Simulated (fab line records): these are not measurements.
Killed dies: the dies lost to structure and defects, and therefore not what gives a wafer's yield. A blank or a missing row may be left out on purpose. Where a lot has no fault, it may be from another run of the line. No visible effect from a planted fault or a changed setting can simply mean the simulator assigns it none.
Which tool was responsible? -- flow sky130 -- Sampling: 13 lots, 37 wafers, 5 of 708 route steps

## WHAT THE GAUGES SHOWED, per wafer
SKY_LDD_LDN_OVL_MEAS_07. Usual: LDD_LDN_OVL 0.0 nm, standard deviation 1.6.
lot,measured,on,LDD_LDN_OVL (nm),flag
L431,day 22 19:04,overlay-02,1.5 2.9 3.5,
L432,day 22 23:51,overlay-02,1.9 1.0 1.2,
L433,day 24 00:28,overlay-02,0.6 1.8 -0.4,
L437,day 25 15:37,overlay-02,-0.7 -0.2 1.0,
L438,day 25 16:35,overlay-02,-0.5 0.1 1.7,
L439,day 25 21:59,overlay-02,1.0 0.8 0.4,
L442,day 26 21:58,overlay-01,-1.2 -0.5,
L443,day 27 02:56,overlay-01,-3.2 -0.6,
L450,day 29 11:32,overlay-02,0.5 1.5 0.0,
L451,day 29 17:54,overlay-02,-1.6 -0.6 -0.3,
L452,day 29 22:11,overlay-01,1.2 0.0 1.6,
L453,day 30 04:50,overlay-02,1.5 0.5 -0.1,
L454,day 30 12:35,overlay-02,0.1 -0.5 -0.1,

SKY_SD_P_CD_MEAS_07 targets a cd of 380 nm. Usual: 380.6 nm for cd-nm, sd 2.6.
lot,measured,on,cd-nm (nm),flag
L431,day 25 09:20,cd-sem-02,379.1 380.0 378.1,
L432,day 25 14:26,cd-sem-02,383.0 385.1 383.5,
L433,day 26 13:20,cd-sem-02,380.2 379.6 382.2,
L437,day 28 03:26,cd-sem-01,379.6 380.6 380.5,
L438,day 28 04:14,cd-sem-01,379.5 378.0 381.9,
L439,day 28 09:38,cd-sem-02,386.2 384.1 384.5,
L442,day 29 09:09,cd-sem-02,353.1 348.0,OFF
L443,day 29 14:42,cd-sem-01,347.1 351.6,OFF
L450,day 31 20:59,cd-sem-01,381.3 380.5 379.4,
L451,day 32 01:50,cd-sem-02,378.9 373.7 376.9,
L452,day 32 06:23,cd-sem-01,385.0 385.3 382.5,
L453,day 32 14:33,cd-sem-02,379.3 380.9 378.3,
L454,day 32 20:53,cd-sem-01,378.4 378.0 377.5,

## WHAT TOOL EACH LOT RAN ON (gives the tool, then ch and the chambers of the sampled wafers, and finally the start)
lot,SKY_LDD_LDN_STRIP_12,SKY_POLY_CUT_STRIP_12,SKY_SD_P_DEVELOP_06
L431,"plasma-asher-03 ch 0,1, day 22 19:43","plasma-asher-01 ch 0,1, day 24 04:01","litho-track-03 ch 0, day 25 09:11"
L432,"plasma-asher-04 ch 0,1, day 23 00:31","plasma-asher-01 ch 0,1, day 24 08:46","litho-track-04 ch 0, day 25 14:18"
L433,"plasma-asher-01 ch 0,1, day 24 01:07","plasma-asher-04 ch 0,1, day 25 08:10","litho-track-03 ch 0, day 26 13:11"
L437,"plasma-asher-03 ch 0,1, day 25 16:16","plasma-asher-02 ch 0, day 26 22:56","litho-track-03 ch 0, day 28 03:17"
L438,"plasma-asher-04 ch 0, day 25 17:13","plasma-asher-01 ch 0, day 26 23:53","litho-track-01 ch 0, day 28 04:05"
L439,"plasma-asher-04 ch 0,1, day 25 22:38","plasma-asher-04 ch 0,1, day 27 05:19","litho-track-03 ch 0, day 28 09:29"
L442,"plasma-asher-03 ch 0, day 26 22:37","plasma-asher-02 ch 0, day 28 04:49","litho-track-01 ch 0, day 29 09:01"
L443,"plasma-asher-01 ch 0, day 27 03:35","plasma-asher-02 ch 0,1, day 28 10:41","litho-track-01 ch 0, day 29 14:34"
L450,"plasma-asher-04 ch 0,1, day 29 12:11","plasma-asher-04 ch 0,1, day 30 18:05","litho-track-01 ch 0, day 31 20:50"
L451,"plasma-asher-03 ch 0,1, day 29 18:34","plasma-asher-04 ch 0,1, day 30 23:16","litho-track-03 ch 0, day 32 01:41"
L452,"plasma-asher-01 ch 0,1, day 29 22:49","plasma-asher-01 ch 0,1, day 31 03:34","litho-track-03 ch 0, day 32 06:14"
L453,"plasma-asher-04 ch 0,1, day 30 05:28","plasma-asher-02 ch 0,1, day 31 11:26","litho-track-04 ch 0, day 32 14:24"
L454,"plasma-asher-03 ch 0,1, day 30 13:14","plasma-asher-01 ch 0,1, day 31 18:23","litho-track-01 ch 0, day 32 20:44"
- SKY_LDD_LDN_STRIP_12: strips in O2/N2.
- SKY_POLY_CUT_STRIP_12: strips in O2/N2.
- SKY_SD_P_DEVELOP_06: develop time 60 s.

## WHAT THE TOOLS THEMSELVES READ (means of the sampled wafers that have a number; where no wafer has one, the mark that the record gives instead)
SKY_LDD_LDN_STRIP_12. Usual: drypump-motor-current-A 5.5 A, standard deviation 0.39; oes-product-au 0.716 a.u., standard deviation 0.0047; strip-time-to-endpoint-s 14.14 s, standard deviation 0.043.
lot,tool,drypump-motor-current-A (A),oes-product-au (a.u.),strip-time-to-endpoint-s (s),flag
L431,plasma-asher-03,5.2,0.716,14.20,
L432,plasma-asher-04,5.8,0.718,14.25,
L433,plasma-asher-01,5.4,0.715,14.15,
L437,plasma-asher-03,5.1,0.719,14.10,
L438,plasma-asher-04,6.1,0.718,14.20,
L439,plasma-asher-04,5.8,0.717,14.12,
L442,plasma-asher-03,5.5,0.718,14.16,
L443,plasma-asher-01,5.1,0.722,14.14,
L450,plasma-asher-04,6.0,0.716,14.18,
L451,plasma-asher-03,5.1,0.713,14.14,
L452,plasma-asher-01,5.5,0.714,14.16,
L453,plasma-asher-04,5.8,0.716,14.18,
L454,plasma-asher-03,5.1,0.712,14.09,

SKY_POLY_CUT_STRIP_12. Usual: drypump-motor-current-A 5.5 A, standard deviation 0.32; oes-product-au 0.453 a.u., standard deviation 0.0042; strip-time-to-endpoint-s 5.352 s, standard deviation 0.017.
lot,tool,drypump-motor-current-A (A),oes-product-au (a.u.),strip-time-to-endpoint-s (s),flag
L431,plasma-asher-01,5.4,0.453,5.341,
L432,plasma-asher-01,5.4,0.459,5.338,
L433,plasma-asher-04,5.8,0.453,5.357,
L437,plasma-asher-02,5.7,0.452,5.369,
L438,plasma-asher-01,5.1,0.455,5.320,
L439,plasma-asher-04,5.9,0.451,5.346,
L442,plasma-asher-02,5.6,0.452,5.368,
L443,plasma-asher-02,5.3,0.452,5.346,
L450,plasma-asher-04,6.0,0.454,5.334,
L451,plasma-asher-04,5.8,0.456,5.383,
L452,plasma-asher-01,5.4,0.452,5.353,
L453,plasma-asher-02,5.3,0.456,5.344,
L454,plasma-asher-01,5.3,0.453,5.359,

## THE ANSWER, worked out from the rows above alone
Rule: a lot is off if the mean of its wafers that have a number lies more than 3 standard deviations from the usual mean. A lot without any number at a reading at which 4 lots or more have one is off too. Where the step has rows for the other lots, those lots are counted as sound. First the gauges in route order, then the tools' own readings, where a lot's mean is used as printed above. The first step at which some lot is off is used, and at that step the reading that is off furthest; a lot without a number counts as furthest.
Off: L442, L443 (SKY_SD_P_CD_MEAS_07, cd-nm).
A tool fits if, at a process step before that reading, it ran every lot that is off, and no sound lot after the first of them. Gauges at SKY_SD_P_CD_MEAS_07: tried the same way as those tools. Not one of the candidates tried fits.

## WHAT HAD BEEN PUT IN BY THE SIMULATOR
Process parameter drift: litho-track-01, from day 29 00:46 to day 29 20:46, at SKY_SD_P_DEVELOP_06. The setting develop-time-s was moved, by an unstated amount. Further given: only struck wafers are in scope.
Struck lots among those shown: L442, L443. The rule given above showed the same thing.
